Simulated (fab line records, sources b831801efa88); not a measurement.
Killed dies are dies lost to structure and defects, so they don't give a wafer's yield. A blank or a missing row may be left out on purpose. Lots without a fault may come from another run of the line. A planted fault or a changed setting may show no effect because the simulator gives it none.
Which tool did it? | flow gf180mcu | 7 lots, 21 wafers sampled, at 2 steps of a route of 602

WHAT THE GAUGES READ, wafer by wafer
GF_STI_THK_MEAS_22.
lot  | measured    | on            | STI_OXIDATION_01_THK (nm)
L256 | day 2 09:22 | film_metro-01 | 14.72 14.67 14.37
L260 | day 3 04:39 | film_metro-03 | 15.22 15.09 15.10
L265 | day 4 08:19 | film_metro-02 | 14.95 14.98 14.84
L271 | day 5 13:49 | film_metro-02 | - - -
L273 | day 6 01:19 | film_metro-01 | - - -
L276 | day 6 15:55 | film_metro-03 | 14.72 15.09 14.97
L278 | day 7 03:50 | film_metro-02 | 14.74 14.66 14.71

WHICH TOOL RAN EACH LOT (tool, then ch and the chambers of the sampled wafers, then the start)
lot  | GF_STI_CVD_03
L256 | lpcvd-02 ch 0, day 1 16:34
L260 | lpcvd-02 ch 1, day 2 13:19
L265 | lpcvd-02 ch 0, day 3 14:03
L271 | lpcvd-01 ch 0, day 4 19:34
L273 | lpcvd-02 ch 1, day 5 06:26
L276 | lpcvd-02 ch 0, day 5 20:34
L278 | lpcvd-01 ch 0, day 6 06:34
- GF_STI_CVD_03: deposits Si3N4 from DCS/NH3, target thk 207.16 nm, time 3551 s.

THE ANSWER, worked out from the rows above alone
Rule: what is usual is taken from the lots themselves. Put in order of their means at a reading, lots are off if they are a third of the lots or fewer, leave a main group of 4 or more, and stand apart from it by a gap of 3 or more times the standard deviation of the main group's means; of several such gaps the widest counts. A main group whose means are all the same, to the digits that the tables above print for the reading, isn't used. A lot without any number at a reading at which 4 lots or more have one is off too. The other lots that the step has rows for count as sound.
Off: L271, L273, at GF_STI_THK_MEAS_22 (STI_OXIDATION_01_THK). Without a number there: L271, L273. The main group: mean 14.86 nm, standard deviation 0.19.
A tool fits if, at a process step before that reading, it ran every lot that is off, and no sound lot after the first of them. The gauges at GF_STI_THK_MEAS_22 are tried like those tools. None of those tried fits.

WHAT THE SIMULATOR HAD PUT IN
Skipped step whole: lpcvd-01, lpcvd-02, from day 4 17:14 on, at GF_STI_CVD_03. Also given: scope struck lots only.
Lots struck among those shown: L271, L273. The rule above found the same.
